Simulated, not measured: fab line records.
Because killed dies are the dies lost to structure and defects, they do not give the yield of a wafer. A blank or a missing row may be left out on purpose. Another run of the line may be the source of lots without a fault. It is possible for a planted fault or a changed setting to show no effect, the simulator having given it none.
fab line records	flow sky130
[record] lots = 13	wafers = 39	last-day = 50
route steps=708 shown VT_ADJUST_HVTP@93 VT_ADJUST_LVTN@106 LDD_N@247 LDD_LDN@301
lots that met no fault: taken from a fault-free run of the same line
start-h: hours from the record's first day to the start of the lot's first wafer shown	wait-h: hours from the lot's prior step to this one	" as in the row above	L1.1+2: a row that stands for several wafers	- no value, or no start was given	* or withheld: withheld	< > ~ a bound
route shown NAME@n: names a module that has steps shown in the file, with the first one's number in the route	usual: mean and standard deviation over wafers with no fault	same: alike in all rows	chamber/n: place in a boat	sites: the reading at each site	_std_site: their standard deviation	_edge_site: the outer-site mean with the inner-site mean subtracted	radius-mm: for every site, how far away it sits from the centre of the wafer	mask NAME#n: copy n	behind: tool/chamber where the wafer was last shaped	hold: cause of the lot's hold/its duration in hours/its outcome	device: whichever transistor did not switch (one of n, p or np)	end of line: tests run on the same wafers once the route is complete	a step given without rows: its recipe and nothing more	killed: dies that structure and defects cost at the first sort, which is not the same as the wafer's yield	map: shows each die of a wafer: x if killed, . if not, _ if none is there
set.NAME: setting as actually run; set.NAME@STEP: the setting as run at that earlier step	model.NAME: the simulator's own value behind a step, which no gauge read
the route's steps for a sample of lots (tables are steps, rows are wafers)
services: from which hour (start-h, from the record's first day; less than 0 if before it) a tool's chamber was out of use, for how many hours, and why
[[steps]]
[step SKY_VT_ADJUST_HVTP_OVL_MEAS_08]
[usual] VT_ADJUST_HVTP_OVL = -0.9/1.2
lot.wafer	tool	chamber	start-h	wait-h	VT_ADJUST_HVTP_OVL[nm]
L984.1	overlay-02	-	140.66	0.1	-0.8
L984.2	"	-	"	"	0.5
L984.5	"	-	"	"	-3.0
L985.2	overlay-01	-	142.12	0.1	-1.2
L985.3	"	-	"	"	0.0
L985.5	"	-	"	"	-1.9
L987.1	overlay-02	-	156.24	0.1	-0.4
L987.2	"	-	"	"	-0.8
L987.4	"	-	"	"	-0.3
L988.2	overlay-02	-	162.57	0.1	-2.1
L988.3	"	-	"	"	-2.3
L988.4	"	-	"	"	-1.6
L991.2	overlay-01	-	180.77	0.1	2.0
L991.4	"	-	"	"	0.7
L991.6	"	-	"	"	-0.2
L992.1	overlay-01	-	184.16	0.1	-1.8
L992.3	"	-	"	"	-2.1
L992.5	"	-	"	"	-0.2
L993.1	overlay-02	-	192.56	0.1	-3.1
L993.3	"	-	"	"	-2.5
L993.5	"	-	"	"	-2.8
L995.4	overlay-02	-	205.48	0.1	-2.4
L995.5	"	-	"	"	-2.5
L995.6	"	-	"	"	-0.3
L997.3	overlay-02	-	223.41	0.1	-2.0
L997.4	"	-	"	"	-0.2
L997.5	"	-	"	"	-0.7
L998.3	overlay-01	-	229.77	0.1	-0.6
L998.4	"	-	"	"	0.5
L998.6	"	-	"	"	0.3
L101.3	overlay-02	-	244.81	0.1	-3.6
L101.4	"	-	"	"	-2.0
L101.6	"	-	"	"	-3.8
L102.1	overlay-02	-	248.65	0.1	0.3
L102.3	"	-	"	"	-1.8
L102.5	"	-	"	"	-1.0
L104.1	overlay-02	-	275.36	0.1	-0.2
L104.5	"	-	"	"	-1.8
L104.6	"	-	"	"	-2.1
[step SKY_VT_ADJUST_LVTN_STRIP_09]
[recipe] chemistry = O2/N2	power-w = 1400	pressure-mtorr = 1500	platen-temp-c = withheld	o2-flow-sccm = 3000	n2-flow-sccm = 300	overash-fraction = 0.5
[usual] drypump-motor-current-A = 6.08/0.22	oes-product-au = 0.723/0.0043	strip-time-to-endpoint-s = 36.92/0.088
lot.wafer	tool	chamber	start-h	wait-h	drypump-motor-current-A	oes-product-au	rf-hours-counter-h	strip-time-to-endpoint-s
L984.1	plasma-asher-03	0	160.64	0.1	5.70	0.723	3	36.91
L984.2	"	1	"	"	6.19	0.721	3	36.90
L984.5	"	1	"	"	6.17	0.724	-	36.87
L985.2	plasma-asher-03	0	162.03	0.1	5.72	0.734	4	37.03
L985.3	"	1	"	"	6.16	0.731	-	37.01
L985.5	"	1	"	"	6.19	0.721	-	36.94
L987.1	plasma-asher-03	1	176.38	0.1	6.17	0.726	5	36.84
L987.2	"	0	"	"	5.70	0.723	5	36.83
L987.4	"	1	"	"	6.19	0.718	-	36.80
L988.2	plasma-asher-03	1	182.69	0.1	6.19	0.730	6	37.07
L988.3	"	0	"	"	5.71	0.725	-	37.04
L988.4	"	1	"	"	6.19	0.727	-	36.88
L991.2	plasma-asher-03	0	204.19	0.1	5.71	0.726	8	36.91
L991.4	"	1	"	"	6.19	0.725	-	36.81
L991.6	"	0	"	"	5.71	0.713	-	36.87
L992.1	plasma-asher-02	1	206.53	0.1	6.33	0.727	40	36.82
L992.3	"	1	"	"	6.30	0.725	-	36.83
L992.5	"	0	"	"	6.06	0.720	-	36.79
L993.1	plasma-asher-03	1	215.98	0.1	6.18	0.733	9	36.87
L993.3	"	1	"	"	6.19	0.721	-	37.04
L993.5	"	1	"	"	6.19	0.718	-	36.92
L995.4	plasma-asher-04	0	228.81	0.1	6.24	0.723	-	36.90
L995.5	"	1	"	"	6.09	0.723	-	36.90
L995.6	"	0	"	"	6.25	0.713	-	36.86
L997.3	plasma-asher-03	1	246.46	0.1	6.18	0.724	-	37.11
L997.4	"	0	"	"	5.69	0.724	-	37.03
L997.5	"	0	"	"	5.71	0.724	-	37.04
L998.3	plasma-asher-02	0	253.81	0.1	6.05	0.725	-	36.93
L998.4	"	1	"	"	6.35	0.722	-	36.89
L998.6	"	1	"	"	6.31	0.722	-	37.04
L101.3	plasma-asher-03	1	268.77	0.1	6.19	0.719	-	36.85
L101.4	"	0	"	"	5.70	0.722	-	36.85
L101.6	"	1	"	"	6.19	0.718	-	36.79
L102.1	plasma-asher-03	0	273.39	0.1	5.69	0.719	14	36.94
L102.3	"	0	"	"	5.71	0.723	-	36.99
L102.5	"	0	"	"	5.71	0.721	-	36.89
L104.1	plasma-asher-03	0	300.58	0.1	5.72	0.717	17	37.10
L104.5	"	1	"	"	6.20	0.721	-	36.99
L104.6	"	0	"	"	5.70	0.719	-	37.10
[step SKY_LDD_N_IMPLANT_10]
[recipe] species = As	energy-kev = 20	dose-cm2 = 7.5e+13	tilt-deg = withheld	rotation-deg = 203
[usual] rotation-deg = 203.00/0.032
lot.wafer	tool	chamber	start-h	wait-h	rotation-deg
L984.1	implanter-03	0	425.38	0.1	203.02
L984.2	"	0	"	"	203.01
L984.5	"	0	"	"	202.99
L985.2	implanter-02	0	431.11	0.1	202.93
L985.3	"	0	"	"	202.97
L985.5	"	0	"	"	203.01
L987.1	implanter-02	0	449.82	0.1	202.99
L987.2	"	0	"	"	203.01
L987.4	"	0	"	"	202.97
L988.2	implanter-02	0	465.20	0.1	203.01
L988.3	"	0	"	"	202.99
L988.4	"	0	"	"	203.03
L991.2	implanter-03	0	486.36	0.1	203.02
L991.4	"	0	"	"	203.00
L991.6	"	0	"	"	203.01
L992.1	implanter-02	0	491.23	0.1	202.97
L992.3	"	0	"	"	203.01
L992.5	"	0	"	"	202.94
L993.1	implanter-03	0	502.33	0.1	203.01
L993.3	"	0	"	"	202.99
L993.5	"	0	"	"	203.03
L995.4	implanter-04	0	524.00	0.1	203.00
L995.5	"	0	"	"	203.05
L995.6	"	0	"	"	203.00
L997.3	implanter-03	0	544.94	0.1	202.99
L997.4	"	0	"	"	203.06
L997.5	"	0	"	"	203.02
L998.3	implanter-03	0	552.33	0.1	202.95
L998.4	"	0	"	"	203.00
L998.6	"	0	"	"	202.93
L101.3	implanter-03	0	570.54	0.1	274.98
L101.4	"	0	"	"	275.01
L101.6	"	0	"	"	275.07
L102.1	implanter-03	0	576.99	0.1	275.05
L102.3	"	0	"	"	275.01
L102.5	"	0	"	"	275.04
L104.1	implanter-04	0	606.76	0.1	202.98
L104.5	"	0	"	"	203.05
L104.6	"	0	"	"	203.03
[step SKY_LDD_LDN_STRIP_12]
[recipe] chemistry = O2/N2	power-w = 1400	pressure-mtorr = 1500	platen-temp-c = withheld	o2-flow-sccm = 3000	n2-flow-sccm = 300	overash-fraction = 0.5
[usual] drypump-motor-current-A = 6.13/0.17	oes-product-au = 0.716/0.0048	strip-time-to-endpoint-s = 14.19/0.04
lot.wafer	tool	chamber	start-h	wait-h	drypump-motor-current-A	oes-product-au	rf-hours-counter-h	strip-time-to-endpoint-s
L984.1	plasma-asher-04	0	551.01	0.1	6.24	0.718	12	14.22
L984.2	"	1	"	"	6.10	0.725	12	14.22
L984.5	"	1	"	"	6.10	0.721	-	14.22
L985.2	plasma-asher-02	1	555.04	0.1	6.34	0.712	78	14.19
L985.3	"	1	"	"	6.35	0.719	-	14.21
L985.5	"	0	"	"	6.10	0.723	-	14.22
L987.1	plasma-asher-04	1	573.19	0.1	6.12	0.705	14	14.18
L987.2	"	0	"	"	6.23	0.703	14	14.17
L987.4	"	0	"	"	6.22	0.714	-	14.15
L988.2	plasma-asher-02	1	588.01	0.1	6.30	0.713	81	14.18
L988.3	"	0	"	"	6.10	0.711	-	14.16
L988.4	"	1	"	"	6.31	0.714	-	14.21
L991.2	plasma-asher-04	0	607.36	0.1	6.26	0.707	18	14.10
L991.4	"	0	"	"	6.23	0.718	-	14.18
L991.6	"	1	"	"	6.10	0.724	-	14.12
L992.1	plasma-asher-02	1	613.04	0.1	6.33	0.720	83	14.19
L992.3	"	0	"	"	6.09	0.713	-	14.11
L992.5	"	0	"	"	6.09	0.726	-	14.19
L993.1	plasma-asher-04	0	623.21	0.1	6.21	0.717	19	14.21
L993.3	"	1	"	"	6.10	0.722	-	14.26
L993.5	"	0	"	"	6.23	0.721	-	14.21
L995.4	plasma-asher-04	0	643.96	0.1	6.24	0.714	-	14.26
L995.5	"	1	"	"	6.10	0.723	-	14.25
L995.6	"	0	"	"	6.23	0.727	-	14.23
L997.3	plasma-asher-03	1	664.02	0.1	6.17	0.721	-	14.22
L997.4	"	0	"	"	5.71	0.719	-	14.24
L997.5	"	0	"	"	5.71	0.713	-	14.24
L998.3	plasma-asher-03	0	669.37	0.1	5.72	0.704	-	14.22
L998.4	"	1	"	"	6.18	0.720	-	14.22
L998.6	"	0	"	"	5.71	0.721	-	14.20
L101.3	plasma-asher-04	0	687.06	0.1	6.24	0.716	-	14.21
L101.4	"	1	"	"	6.11	0.707	-	14.16
L101.6	"	0	"	"	6.23	0.709	-	14.16
L102.1	plasma-asher-03	1	694.11	0.1	6.20	0.713	54	14.18
L102.3	"	0	"	"	5.72	0.717	-	14.23
L102.5	"	0	"	"	5.72	0.712	-	14.24
L104.1	plasma-asher-03	1	722.99	0.1	6.18	0.716	57	14.14
L104.5	"	1	"	"	6.19	0.720	-	14.18
L104.6	"	0	"	"	5.70	0.717	-	14.18
[[services]]
tool	chamber	start-h	hours	kind
plasma-asher-04	-	197.05	28.1	pm
implanter-02	-	215.14	4.4	repair
plasma-asher-03	-	229.38	14.1	repair
implanter-02	-	287.55	4.4	pm
implanter-03	-	290.48	4.1	pm
implanter-03	-	295.43	5.0	repair
implanter-02	-	304.46	1.5	repair
implanter-02	-	307.87	5.8	pm
plasma-asher-04	-	342.92	3.4	repair
plasma-asher-04	-	346.48	14.6	pm
plasma-asher-03	-	373.65	14.6	pm
implanter-02	-	394.68	4.4	repair
implanter-03	-	414.65	2.5	repair
implanter-02	-	417.20	6.1	repair
plasma-asher-04	-	421.25	9.0	pm
implanter-03	-	459.59	5.9	repair
plasma-asher-04	-	471.61	11.1	repair
plasma-asher-03	-	522.08	15.6	pm
plasma-asher-04	-	564.10	0.8	repair
plasma-asher-02	-	581.26	2.8	pm
plasma-asher-02	-	619.50	15.6	pm
plasma-asher-03	-	643.88	1.2	repair
implanter-02	-	671.65	0.5	repair
plasma-asher-03	-	674.02	4.0	pm
[[key]]
[first-sign] step = SKY_LDD_N_IMPLANT_10	reading = rotation-deg	direction = up	sigmas = 99+	usual = 203.00	struck = 275.02
effect none on later readings
met-at SKY_LDD_N_IMPLANT_10
struck-lots L101,L102
tester-left-out L101,L102
not-acting-at SKY_VT_ADJUST_HVTP_OVL_MEAS_08,SKY_VT_ADJUST_LVTN_STRIP_09,SKY_LDD_LDN_STRIP_12
onset-between 552.33 570.54
[fault] kind = process-parameter-drift	tool = implanter-03	chamber = -	onset-h = 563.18	steps = SKY_LDD_N_IMPLANT_10	channel = rotation-deg	offset = 72.036	shape = step	end-h = 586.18	acts-in = these-recipes-only	stated = 203
// tester-left-out: of these lots the tester's yield and bins aren't shown, on N5 and GAA mostly nor the transistor test; their killed dies are dies lost to structure and defects alone, not to doping, threshold or leakage, so they don't give the yield
